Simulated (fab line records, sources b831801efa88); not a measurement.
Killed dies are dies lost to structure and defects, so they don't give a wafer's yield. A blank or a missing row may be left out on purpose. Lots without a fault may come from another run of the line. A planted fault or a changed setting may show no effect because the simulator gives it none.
Chamber matching | flow sky130 | SKY_VIA4_CMP_21 on cmp-01: 4 sister chambers
The step polishes, stops on SiO2, t overpolish 25 s, target thk 0 nm. 8 wafers are shown with their chamber, then 12 later ones without.

WAFERS WITH THEIR CHAMBER
wafer  | chamber | motor_current_A (A) | overpolish_run_s (s)
L083.6 | 2       | 13.0                | 25.028
L084.2 | 2       | 11.6                | 24.984
L084.3 | 0       | 11.1                | 24.993
L086.1 | 0       | 11.2                | 25.007
L086.4 | 3       | 10.0                | 25.000
L088.1 | 3       | 9.4                 | 24.996
L088.2 | 1       | 10.7                | 24.999
L088.5 | 1       | 11.2                | 24.997

WAFERS WITHOUT THEIR CHAMBER
wafer  | motor_current_A (A) | overpolish_run_s (s)
L089.3 | 9.9                 | 25.001
L089.4 | 12.7                | 24.988
L089.5 | 10.4                | 25.006
L091.4 | 9.8                 | 25.011
L091.5 | 12.1                | 24.993
L091.6 | 10.1                | 24.991
L093.1 | 10.3                | 25.003
L093.3 | 12.0                | 25.004
L093.5 | 9.8                 | 24.989
L095.2 | 10.4                | 24.996
L095.3 | 10.9                | 25.003
L095.5 | 10.7                | 25.000

WHICH CHAMBER EACH WENT THROUGH
wafer  | from the rows above          | in truth
L089.3 | can't be placed: 3 or 1 or 0 | 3
L089.4 | can't be placed: 2 or 0 or 1 | 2
L089.5 | can't be placed: 1 or 3 or 0 | 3
L091.4 | can't be placed: 3 or 1 or 0 | 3
L091.5 | can't be placed: 2 or 0 or 1 | 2
L091.6 | can't be placed: 3 or 1 or 0 | 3
L093.1 | can't be placed: 3 or 1 or 0 | 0
L093.3 | can't be placed: 2 or 0 or 1 | 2
L093.5 | can't be placed: 3 or 1 or 0 | 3
L095.2 | can't be placed: 1 or 3 or 0 | 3
L095.3 | can't be placed: 1 or 0 or 3 | 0
L095.5 | can't be placed: 1 or 0 or 3 | 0
Placed correctly: 0 of 12. Can't be placed from these rows: 12 (the true chamber is among the candidates in 12). Placed wrongly: 0.
How it was worked out, from the rows above alone: a wafer's distance from a chamber is the root of the sum, over the readings, of the square of ((its reading less the chamber's mean) divided by the reading's scatter). The wafer belongs to the nearest chamber; if the next one is less than 2 further off, it can't be placed. A chamber's mean is the mean of its shown wafers. The scatter: the root of (the sum of the squares of (reading less its chamber's mean) over the shown wafers, divided by (wafers less chambers)).
